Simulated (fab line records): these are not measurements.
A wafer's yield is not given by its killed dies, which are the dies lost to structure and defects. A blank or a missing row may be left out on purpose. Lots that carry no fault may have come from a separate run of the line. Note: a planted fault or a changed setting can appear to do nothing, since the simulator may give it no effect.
Which of the tools did it?    flow gf180mcu    24 lots, 72 wafers sampled, at 6 steps of a route of 602

## WHAT THE GAUGES SHOWED, per wafer
GF_SAB_OVL_MEAS_10. Usual: for SAB_OVL the level is -0.1 nm and the standard deviation is 1.3.
lot   measured      on          SAB_OVL (nm)    flag
L074  day 14 08:20  overlay-01  -0.9 -0.3 -0.4  
L075  day 14 13:52  overlay-01  -0.5 -0.3 0.1   
L076  day 15 08:04  overlay-02  -1.3 1.4 1.9    
L077  day 15 09:18  overlay-02  1.4 -1.2 2.2    
L078  day 15 15:55  overlay-02  -0.4 1.0 -1.1   
L079  day 15 23:40  overlay-02  0.1 0.7 0.6     
L080  day 18 16:30  overlay-02  -0.9 -3.3 -0.2  
L081  day 18 20:58  overlay-02  -0.2 0.6 -0.9   
L082  day 18 23:39  overlay-02  -0.6 -1.1 1.3   
L084  day 18 23:49  overlay-01  -0.5 0.0 1.4    
L083  day 19 04:01  overlay-02  0.5 -0.3 1.3    
L085  day 19 06:02  overlay-01  -2.4 -0.9 -0.9  
L086  day 19 07:00  overlay-01  1.0 -0.2 -0.3   
L087  day 19 21:37  overlay-01  2.2 0.4 1.5     
L088  day 20 19:37  overlay-01  0.2 -0.1 0.5    
L089  day 20 21:28  overlay-01  0.0 1.3 0.5     
L090  day 21 04:05  overlay-02  -0.2 -0.8 -0.3  
L091  day 21 16:22  overlay-01  1.7 2.4 2.6     
L092  day 22 03:44  overlay-01  -0.1 -1.2 0.4   
L094  day 22 20:38  overlay-02  -1.4 -1.9 -0.7  
L093  day 22 21:46  overlay-01  -1.8 -2.8 -3.5  
L095  day 23 05:34  overlay-02  0.5 1.7 0.5     
L097  day 23 18:37  overlay-02  -0.9 0.9 0.3    
L096  day 23 19:09  overlay-02  3.0 1.4 1.6     

GF_CONTACT_BOW_MEAS_05. Usual: for CONTACT_BOW the level is 66 um and the standard deviation is 7.3.
lot   measured      on             CONTACT_BOW (um)  flag
L074  day 14 09:47  film-metro-04  73 63 72          
L075  day 14 15:19  film-metro-03  75 54 76          
L076  day 15 09:31  film-metro-03  60 61 67          
L077  day 15 10:48  film-metro-02  53 77 68          
L078  day 15 17:25  film-metro-03  65 69 73          
L079  day 16 01:08  film-metro-04  54 69 71          
L080  day 18 17:59  film-metro-03  69 67 61          
L081  day 18 22:25  film-metro-04  61 73 75          
L082  day 19 01:08  film-metro-03  65 72 68          
L084  day 19 01:17  film-metro-02  51 68 65          
L083  day 19 05:29  film-metro-03  71 67 66          
L085  day 19 07:34  film-metro-03  65 57 70          
L086  day 19 08:28  film-metro-04  63 57 66          
L087  day 19 23:04  film-metro-04  67 72 69          
L088  day 20 21:05  film-metro-03  65 60 60          
L089  day 20 22:55  film-metro-02  58 65 68          
L090  day 21 05:34  film-metro-03  75 82 79          
L091  day 21 17:50  film-metro-02  65 63 63          
L092  day 22 05:11  film-metro-04  71 58 76          
L094  day 22 22:13  film-metro-03  61 63 65          
L093  day 22 23:19  film-metro-04  68 67 54          
L095  day 23 07:05  film-metro-04  74 67 74          
L097  day 23 20:04  film-metro-03  61 56 66          
L096  day 23 20:35  film-metro-04  74 75 58          

GF_M2_OVL_MEAS_15. Usual: for M2_OVL the level is -1 nm and the standard deviation is 6.3.
lot   measured      on          M2_OVL (nm)  flag
L074  day 18 07:20  overlay-02  -3 -7 -2     
L075  day 18 12:38  overlay-02  2 -4 6       
L076  day 19 11:04  overlay-01  1 -2 -16     
L077  day 19 12:10  overlay-02  -11 -2 -6    
L078  day 19 19:03  overlay-02  -3 -7 -12    
L079  day 20 05:34  overlay-01  -1 3 7       
L080  day 22 23:27  overlay-02  -5 -11 -2    
L081  day 23 03:06  overlay-01  -2 0 -6      
L082  day 23 04:52  overlay-02  -3 2 -4      
L084  day 23 06:13  overlay-02  4 1 6        
L083  day 23 08:54  overlay-01  -13 -14 -7   
L085  day 23 11:10  overlay-02  7 -8 -7      
L086  day 23 12:12  overlay-01  5 2 2        
L087  day 24 01:06  overlay-01  -5 6 0       
L088  day 24 21:00  overlay-01  -1 -5 -1     
L089  day 24 23:32  overlay-01  -11 4 -14    
L090  day 25 04:15  overlay-01  0 4 11       
L091  day 25 15:29  overlay-02  -4 4 10      
L092  day 26 01:57  overlay-02  -5 -4 -1     
L094  day 26 15:46  overlay-01  0 2 10       
L093  day 26 16:40  overlay-02  2 -2 5       
L095  day 27 00:17  overlay-01  -9 -5 2      
L097  day 27 11:14  overlay-02  1 -4 -2      
L096  day 27 12:19  overlay-01  10 10 1      

## WHICH TOOL RAN EACH LOT (tool, then ch and the chambers of the sampled wafers, then the start)
lot   GF_M1_METAL_ETCH_16                GF_V1_CMP_04                   GF_V1_SPUTTER_21
L074  rie-metal-02 ch 0,1, day 16 05:59  cmp-02 ch 1,2,3, day 16 06:59  pvd-sputter-04, day 17 06:36
L075  rie-metal-04 ch 1, day 16 10:59    cmp-01 ch 0,1,2, day 16 12:01  pvd-sputter-04, day 17 11:52
L076  rie-metal-02 ch 0,1, day 17 07:19  cmp-01 ch 0,3, day 17 08:13    pvd-sputter-03, day 18 09:48
L077  rie-metal-02 ch 0,1, day 17 09:35  cmp-01 ch 0,1,2, day 17 10:38  pvd-sputter-03, day 18 11:29
L078  rie-metal-01 ch 1, day 17 15:38    cmp-01 ch 0,1,2, day 17 16:45  pvd-sputter-03, day 18 17:21
L079  rie-metal-01 ch 1, day 18 01:08    cmp-01 ch 1,2,3, day 18 02:14  pvd-sputter-04, day 19 03:59
L080  rie-metal-04 ch 0,1, day 20 21:21  cmp-02 ch 1,2, day 20 22:16    pvd-sputter-02, day 21 23:12
L081  rie-metal-02 ch 0,1, day 21 00:41  cmp-01 ch 0,1,3, day 21 01:38  pvd-sputter-02, day 22 03:08
L082  rie-metal-04 ch 0,1, day 21 02:59  cmp-01 ch 1,2, day 21 03:52    pvd-sputter-04, day 22 05:32
L084  rie-metal-01 ch 0,1, day 21 04:02  cmp-02 ch 0,1,2, day 21 05:01  pvd-sputter-03, day 22 06:32
L083  rie-metal-04 ch 0, day 21 06:41    cmp-02 ch 0,1,3, day 21 07:50  pvd-sputter-03, day 22 09:15
L085  rie-metal-01 ch 0,1, day 21 09:38  cmp-02 ch 0,2, day 21 10:40    pvd-sputter-04, day 22 11:32
L086  rie-metal-02 ch 0, day 21 10:56    cmp-01 ch 0,1, day 21 11:56    pvd-sputter-02, day 22 12:55
L087  rie-metal-02 ch 1, day 22 00:30    cmp-02 ch 1,3, day 22 01:34    pvd-sputter-04, day 23 01:54
L088  rie-metal-04 ch 0,1, day 22 22:32  cmp-01 ch 2,3, day 22 23:34    pvd-sputter-02, day 23 22:06
L089  rie-metal-02 ch 1, day 23 00:13    cmp-01 ch 1,2,3, day 23 01:35  pvd-sputter-03, day 24 00:54
L090  rie-metal-01 ch 0,1, day 23 05:50  cmp-01 ch 0,2,3, day 23 06:49  pvd-sputter-03, day 24 06:11
L091  rie-metal-01 ch 0,1, day 23 17:41  cmp-02 ch 0,1,3, day 23 18:42  pvd-sputter-04, day 24 17:43
L092  rie-metal-02 ch 0,1, day 24 03:56  cmp-01 ch 0,1,3, day 24 04:55  pvd-sputter-04, day 25 03:41
L094  rie-metal-04 ch 1, day 24 19:48    cmp-01 ch 1,2,3, day 24 20:56  pvd-sputter-04, day 25 18:24
L093  rie-metal-02 ch 0,1, day 24 20:43  cmp-01 ch 0,1,3, day 24 21:49  pvd-sputter-04, day 25 20:05
L095  rie-metal-01 ch 0,1, day 25 04:33  cmp-02 ch 1,2,3, day 25 05:31  pvd-sputter-04, day 26 03:32
L097  rie-metal-04 ch 1, day 25 15:44    cmp-02 ch 0,2, day 25 16:44    pvd-sputter-03, day 26 13:58
L096  rie-metal-01 ch 0,1, day 25 16:31  cmp-02 ch 1,2,3, day 25 17:32  pvd-sputter-04, day 26 15:05
- GF_M1_METAL_ETCH_16: etches the open film in Cl2/BCl3, stops on SiO2, target depth 627.5 nm, time 104.6 s.
- GF_V1_CMP_04: polishes SiO2.
- GF_V1_SPUTTER_21: material Ti, target thk 15 nm, time 80.02 s.

## AS READ BY THE TOOLS THEMSELVES (means over the sampled wafers that have a number; for cases with no such wafer, the mark the record gives instead)
GF_M1_METAL_ETCH_16. Usual: chamber-pressure-mTorr 7.999 mTorr, standard deviation 0.0075; drypump-motor-current-A 5.8 A, standard deviation 0.6; oes-product-au 0.972 a.u., standard deviation 0.007; throttle-valve-pct 28.250 %, standard deviation 0.01.
lot   tool          chamber-pressure-mTorr (mTorr)  drypump-motor-current-A (A)  oes-product-au (a.u.)  throttle-valve-pct (%)  flag
L074  rie-metal-02  7.995                           6.4                          0.980                  28.251                  
L075  rie-metal-04  7.999                           5.3                          0.977                  28.244                  
L076  rie-metal-02  8.003                           6.3                          0.975                  28.244                  
L077  rie-metal-02  7.999                           6.4                          0.974                  28.242                  
L078  rie-metal-01  8.004                           5.0                          0.971                  28.250                  
L079  rie-metal-01  8.007                           5.0                          0.978                  28.253                  
L080  rie-metal-04  7.998                           5.4                          0.960                  28.265                  
L081  rie-metal-02  7.996                           6.4                          0.983                  28.244                  
L082  rie-metal-04  7.992                           5.3                          0.971                  28.261                  
L084  rie-metal-01  8.001                           5.4                          0.968                  28.249                  
L083  rie-metal-04  8.005                           5.5                          0.977                  28.241                  
L085  rie-metal-01  7.993                           5.9                          0.967                  28.259                  
L086  rie-metal-02  7.998                           6.4                          0.972                  28.246                  
L087  rie-metal-02  8.001                           6.4                          0.972                  28.253                  
L088  rie-metal-04  8.005                           5.4                          0.970                  28.254                  
L089  rie-metal-02  8.004                           6.4                          0.964                  28.257                  
L090  rie-metal-01  8.009                           5.4                          0.975                  28.258                  
L091  rie-metal-01  7.998                           5.8                          0.968                  28.248                  
L092  rie-metal-02  7.995                           6.4                          0.971                  28.257                  
L094  rie-metal-04  7.998                           5.3                          0.982                  28.251                  
L093  rie-metal-02  7.996                           6.3                          0.975                  28.248                  
L095  rie-metal-01  7.998                           5.8                          0.973                  28.247                  
L097  rie-metal-04  8.005                           5.3                          0.978                  28.252                  
L096  rie-metal-01  8.003                           5.8                          0.976                  28.247                  

GF_V1_CMP_04. Usual: motor-current-A 12.0 A, standard deviation 1.1; platen-rpm 60.00 rpm, standard deviation 0.043; time-to-endpoint-s 78 s, standard deviation 5.3.
lot   tool    motor-current-A (A)  platen-rpm (rpm)  time-to-endpoint-s (s)  flag
L074  cmp-02  11.6                 59.99             73                      
L075  cmp-01  11.6                 59.98             77                      
L076  cmp-01  12.4                 59.97             90                      
L077  cmp-01  11.9                 60.01             82                      
L078  cmp-01  11.7                 60.02             81                      
L079  cmp-01  11.4                 59.93             75                      
L080  cmp-02  11.8                 60.03             76                      
L081  cmp-01  12.2                 60.03             80                      
L082  cmp-01  10.9                 60.02             75                      
L084  cmp-02  12.7                 60.02             77                      
L083  cmp-02  12.5                 60.01             78                      
L085  cmp-02  13.5                 60.05             77                      
L086  cmp-01  12.3                 59.97             76                      
L087  cmp-02  12.4                 60.03             82                      
L088  cmp-01  11.1                 60.01             78                      
L089  cmp-01  11.2                 59.99             78                      
L090  cmp-01  10.9                 59.98             75                      
L091  cmp-02  12.4                 59.98             83                      
L092  cmp-01  11.8                 59.98             79                      
L094  cmp-01  10.7                 59.98             72                      
L093  cmp-01  11.8                 60.03             79                      
L095  cmp-02  11.8                 59.99             77                      
L097  cmp-02  12.3                 59.93             71                      
L096  cmp-02  12.2                 59.99             77                      

GF_V1_SPUTTER_21. Usual: cathode-dc-power-W 2500.0 W, standard deviation 0.46; throttle-valve-pct 30.2 %, standard deviation 0.73.
lot   tool            cathode-dc-power-W (W)  throttle-valve-pct (%)  flag
L074  pvd-sputter-04  2500.5                  30.4                    
L075  pvd-sputter-04  2500.3                  30.2                    
L076  pvd-sputter-03  2500.6                  29.6                    
L077  pvd-sputter-03  2500.5                  30.0                    
L078  pvd-sputter-03  2500.2                  30.0                    
L079  pvd-sputter-04  2500.0                  31.0                    
L080  pvd-sputter-02  2500.1                  29.4                    
L081  pvd-sputter-02  2500.0                  29.4                    
L082  pvd-sputter-04  2500.1                  30.4                    
L084  pvd-sputter-03  2500.2                  30.3                    
L083  pvd-sputter-03  2500.1                  30.2                    
L085  pvd-sputter-04  2500.6                  30.1                    
L086  pvd-sputter-02  2500.3                  29.9                    
L087  pvd-sputter-04  2500.3                  30.6                    
L088  pvd-sputter-02  2499.9                  29.8                    
L089  pvd-sputter-03  2499.9                  30.2                    
L090  pvd-sputter-03  2499.9                  30.3                    
L091  pvd-sputter-04  2500.0                  30.1                    
L092  pvd-sputter-04  2499.8                  30.3                    
L094  pvd-sputter-04  2499.9                  30.2                    
L093  pvd-sputter-04  2500.2                  30.8                    
L095  pvd-sputter-04  2499.8                  30.5                    
L097  pvd-sputter-03  2500.1                  30.4                    
L096  pvd-sputter-04  2499.7                  30.7                    

## THE ANSWER, worked out from the rows above alone
Rule: lot off if the mean of its wafers having a number is beyond 3 standard deviations from the usual mean. Also off: a lot with no number at a reading for which 4 or more lots have one. All remaining lots with rows at the step are treated as sound. First the gauges in route order, then the tools' own readings, where a lot's mean is used as printed above. At the first step where some lot is off, the reading lying furthest off is the one used; lots without a number count as furthest.
No lot is off on any of the readings shown, so nothing can be concluded from this.

## WHAT HAD BEEN PUT IN BY THE SIMULATOR
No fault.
